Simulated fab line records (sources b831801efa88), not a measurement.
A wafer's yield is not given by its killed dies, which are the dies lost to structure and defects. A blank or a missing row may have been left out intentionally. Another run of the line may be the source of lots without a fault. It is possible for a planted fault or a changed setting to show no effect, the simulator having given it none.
Which tool was responsible? :: flow sfq_line :: 7 lots, 21 wafers sampled, at 5 steps of a route of 325

== WHAT THE GAUGES READ, wafer by wafer ==
SFQ_R5_THK_MEAS_934: measures by xrf.
lot: L307
measured: day 71 06:49
on: film_metro-02
R5_MONX_THK (nm): 40.3 39.8 40.0

lot: L310
measured: day 71 18:50
on: film_metro-01
R5_MONX_THK (nm): 40.1 40.0 39.8

lot: L313
measured: day 73 09:26
on: film_metro-02
R5_MONX_THK (nm): 40.5 40.4 40.0

lot: L315
measured: day 73 22:53
on: film_metro-02
R5_MONX_THK (nm): 39.8 39.8 39.7

lot: L323
measured: day 77 01:57
on: film_metro-01
R5_MONX_THK (nm): 39.5 39.9 39.9

lot: L326
measured: day 77 10:21
on: film_metro-01
R5_MONX_THK (nm): 38.8 39.3 39.4

lot: L328
measured: day 77 15:08
on: film_metro-02
R5_MONX_THK (nm): 39.3 39.7 39.4

== WHAT TOOL EACH LOT RAN ON (gives the tool, then ch and the chambers of the sampled wafers, and finally the start) ==
lot: L307
SFQ_TRILAYER_L0_VIA_LITHO_COAT_018: litho_track-03 ch 0, day 4 18:55
SFQ_TRILAYER_L0_VIA_BARC_OPEN_VIA_ETCH_021: rie_diel-03 ch 0,2,3, day 9 07:05
SFQ_TRILAYER_M3_DEP_SPUTTER_073: pvd_sputter-05, day 40 00:47
SFQ_TRILAYER_R5_DEP_SPUTTER_133: pvd_sputter-04, day 71 06:38

lot: L310
SFQ_TRILAYER_L0_VIA_LITHO_COAT_018: litho_track-02 ch 0, day 5 11:07
SFQ_TRILAYER_L0_VIA_BARC_OPEN_VIA_ETCH_021: rie_diel-04 ch 1,2,3, day 10 02:24
SFQ_TRILAYER_M3_DEP_SPUTTER_073: pvd_sputter-03, day 42 07:30
SFQ_TRILAYER_R5_DEP_SPUTTER_133: pvd_sputter-04, day 71 18:38

lot: L313
SFQ_TRILAYER_L0_VIA_LITHO_COAT_018: litho_track-02 ch 0, day 7 06:43
SFQ_TRILAYER_L0_VIA_BARC_OPEN_VIA_ETCH_021: rie_diel-04 ch 1,2, day 11 13:12
SFQ_TRILAYER_M3_DEP_SPUTTER_073: pvd_sputter-06, day 43 21:49
SFQ_TRILAYER_R5_DEP_SPUTTER_133: pvd_sputter-06, day 73 09:13

lot: L315
SFQ_TRILAYER_L0_VIA_LITHO_COAT_018: litho_track-03 ch 0, day 7 18:47
SFQ_TRILAYER_L0_VIA_BARC_OPEN_VIA_ETCH_021: rie_diel-04 ch 0,1,3, day 12 03:46
SFQ_TRILAYER_M3_DEP_SPUTTER_073: pvd_sputter-03, day 44 11:02
SFQ_TRILAYER_R5_DEP_SPUTTER_133: pvd_sputter-03, day 73 22:41

lot: L323
SFQ_TRILAYER_L0_VIA_LITHO_COAT_018: litho_track-02 ch 0, day 9 17:41
SFQ_TRILAYER_L0_VIA_BARC_OPEN_VIA_ETCH_021: rie_diel-03 ch 2,3, day 14 15:29
SFQ_TRILAYER_M3_DEP_SPUTTER_073: pvd_sputter-03, day 54 00:23
SFQ_TRILAYER_R5_DEP_SPUTTER_133: pvd_sputter-06, day 77 01:44

lot: L326
SFQ_TRILAYER_L0_VIA_LITHO_COAT_018: litho_track-04 ch 0, day 10 10:37
SFQ_TRILAYER_L0_VIA_BARC_OPEN_VIA_ETCH_021: rie_diel-03 ch 0,1, day 15 08:17
SFQ_TRILAYER_M3_DEP_SPUTTER_073: pvd_sputter-06, day 54 10:07
SFQ_TRILAYER_R5_DEP_SPUTTER_133: pvd_sputter-04, day 77 10:08

lot: L328
SFQ_TRILAYER_L0_VIA_LITHO_COAT_018: litho_track-04 ch 0, day 10 18:53
SFQ_TRILAYER_L0_VIA_BARC_OPEN_VIA_ETCH_021: rie_diel-04 ch 0,1,2, day 15 17:53
SFQ_TRILAYER_M3_DEP_SPUTTER_073: pvd_sputter-06, day 55 09:55
SFQ_TRILAYER_R5_DEP_SPUTTER_133: pvd_sputter-04, day 77 14:56
- SFQ_TRILAYER_L0_VIA_LITHO_COAT_018: resist thk 62 nm.
- SFQ_TRILAYER_L0_VIA_BARC_OPEN_VIA_ETCH_021: etches BARC in O2, target depth 125 nm, time 41.7 s.
- SFQ_TRILAYER_M3_DEP_SPUTTER_073: material Nb, target thk 200 nm, time 135.6 s.
- SFQ_TRILAYER_R5_DEP_SPUTTER_133: material MoNx, target thk 40 nm, time 66.7 s.

== THE ANSWER, worked out from the rows above alone ==
Rule: what is usual is taken from the lots themselves. Put in order of their means at a reading, lots are off if they are a third of the lots or fewer, leave a main group of 4 or more, and stand apart from it by a gap of 3 or more times the standard deviation of the main group's means; of several such gaps the widest counts. Not used: any main group whose means are identical at the precision the tables above print for the reading. A lot without any number at a reading at which 4 lots or more have one is off too. Where the step has rows for the other lots, those lots are counted as sound.
No lot is off on any of the readings shown, so nothing can be concluded from this.

== WHAT THE SIMULATOR HAD PUT IN ==
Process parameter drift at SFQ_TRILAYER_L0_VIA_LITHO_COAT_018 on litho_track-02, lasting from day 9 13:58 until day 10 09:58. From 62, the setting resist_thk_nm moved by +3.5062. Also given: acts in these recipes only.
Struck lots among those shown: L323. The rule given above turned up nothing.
